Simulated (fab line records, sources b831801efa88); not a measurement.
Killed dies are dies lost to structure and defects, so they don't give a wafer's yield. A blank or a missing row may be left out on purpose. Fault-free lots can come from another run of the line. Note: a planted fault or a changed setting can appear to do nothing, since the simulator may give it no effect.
A lot that was struck, set against a sound lot | flow sky130 | 15 steps out of a route of 708
Sound: these wafers, L681.2, L681.4, L681.5. Wafers L682.2, L682.5, L682.6 were the ones struck. At the end, the cause is stated.
For every step that has rows: the tool of each side, followed by ch and its chambers, followed by its first start. Under that, the readings that differ: sound wafers | struck wafers | difference of the means | sigmas: that difference in standard deviations of wafers without a fault.
alike: readings with means less than 2 such deviations apart, plus words and numbers identical on both sides. not compared: withheld readings, readings lacking a value on some wafer, bounds such as >300 that could conceal the same value, and numbers that have no deviation in the record and whose values overlap.
The two part at a step that has a row with sigmas, a row that says differs or no value, or rows on one side only. Numbers that don't overlap but have no deviation are shown without sigmas and don't part them. A reading that every wafer of one side lacks parts them only if that side has two wafers or more.

first, 2 steps without rows for these wafers: SKY_VIA3_CLEAN_18 (cleans in IPA, time 180 s); SKY_VIA3_CLEAN_19 (cleans in O3/DIW).
SKY_VIA3_SPUTTER_20: material TiN, target thk 20 nm, time 80 s.
  sound on pvdSputter-01, day 40 02:52; struck on pvdSputter-01, day 40 07:23
  alike: throttleValvePct
then, 1 step without rows for these wafers: SKY_VIA3_CVD_21 (deposits W, target thk 390 nm, time 117.31 s).
SKY_VIA3_RS_MEAS_22: a four-point-probe measurement.
  sound on filmMetro-01, day 40 03:04; struck on filmMetro-01, day 40 07:35
  alike: VIA3_W_RS
SKY_VIA3_THK_MEAS_23: measures by xrf.
  sound on filmMetro-01, day 40 03:11; struck on filmMetro-01, day 40 07:41
  alike: VIA3_W_THK
then, 1 step without rows for these wafers: SKY_VIA3_CMP_24 (polishes, stops on SiO2, t overpolish 20 s, target thk 0 nm).
SKY_METAL4_SPUTTER_00: material Ti, target thk 15 nm, time 10 s.
  sound on pvdSputter-02, day 40 03:32; struck on pvdSputter-03, day 40 08:02
  alike: throttleValvePct
SKY_METAL4_SPUTTER_01: material TiN, target thk 20 nm, time 16.7 s.
  sound on pvdSputter-02, day 40 03:34; struck on pvdSputter-03, day 40 08:04
  alike: throttleValvePct
then, 1 step without rows for these wafers: SKY_METAL4_SPUTTER_02 (material AlCu, target thk 735 nm, time 39.1 s).
SKY_METAL4_SPUTTER_03: material Ti, target thk 5 nm, time 3.3 s.
  sound on pvdSputter-02, day 40 03:37; struck on pvdSputter-03, day 40 08:08
  alike: throttleValvePct
then, 1 step without rows for these wafers: SKY_METAL4_SPUTTER_04 (material TiN, target thk 70 nm, time 58.3 s).
SKY_CAP2M_CVD_00: deposits SiO2, target thk 15.5 nm.
  sound on pecvd-01 ch 0,1, day 40 03:41; struck on pecvd-01 ch 0,1,2, day 40 08:12
  no value came back on the struck wafers for heaterPowerOuterW (W), heaterPowerW (W); on the sound wafers heaterPowerOuterW (W) reads 543 540 570
SKY_CAP2M_SPUTTER_02: material TiN, target thk 200 nm, time 166.7 s.
  sound on pvdSputter-04, day 40 03:46; struck on pvdSputter-04, day 40 08:17
  alike: throttleValvePct
-- the record jumps here: 6 days lie between the struck wafers' starts before and after (it left off in module CAP2M and takes up again in module PAD_OPEN, whose first step shown is number 708 of the route) --
SKY_PAD_OPEN_PROBE_99:
  sound on prober-02, day 46 03:03; struck on prober-01, day 46 08:46
reading                | sound          | struck      | difference | sigmas
defectLimitedYield (%) | 83.7 83.3 83.9 | 0 0 0       | -84        | -40
killed_at_M4_up        | 1 1 1          | 6 2 7       | +4         | +2
killedAtFrontEnd       | 8 15 13        | 21 25 22    | +11        | +2
killedAtOther          | 1 0 1          | 395 393 397 | +394       | +99 or more
killedDies             | 80 82 79       | 492 492 492 | +412       | +41
killedOnRim            | 21 14 10       | 96 96 96    | +81        | +21
killedShort            | 29 27 36       | 51 46 50    | +18        | +3
  alike: killed_at_M0_to_M3, killedAtContacts, killedOpen

== WHERE THEY PART ==
First at SKY_CAP2M_CVD_00; last, within this record, at SKY_PAD_OPEN_PROBE_99.

WHY: whatever the simulator had introduced
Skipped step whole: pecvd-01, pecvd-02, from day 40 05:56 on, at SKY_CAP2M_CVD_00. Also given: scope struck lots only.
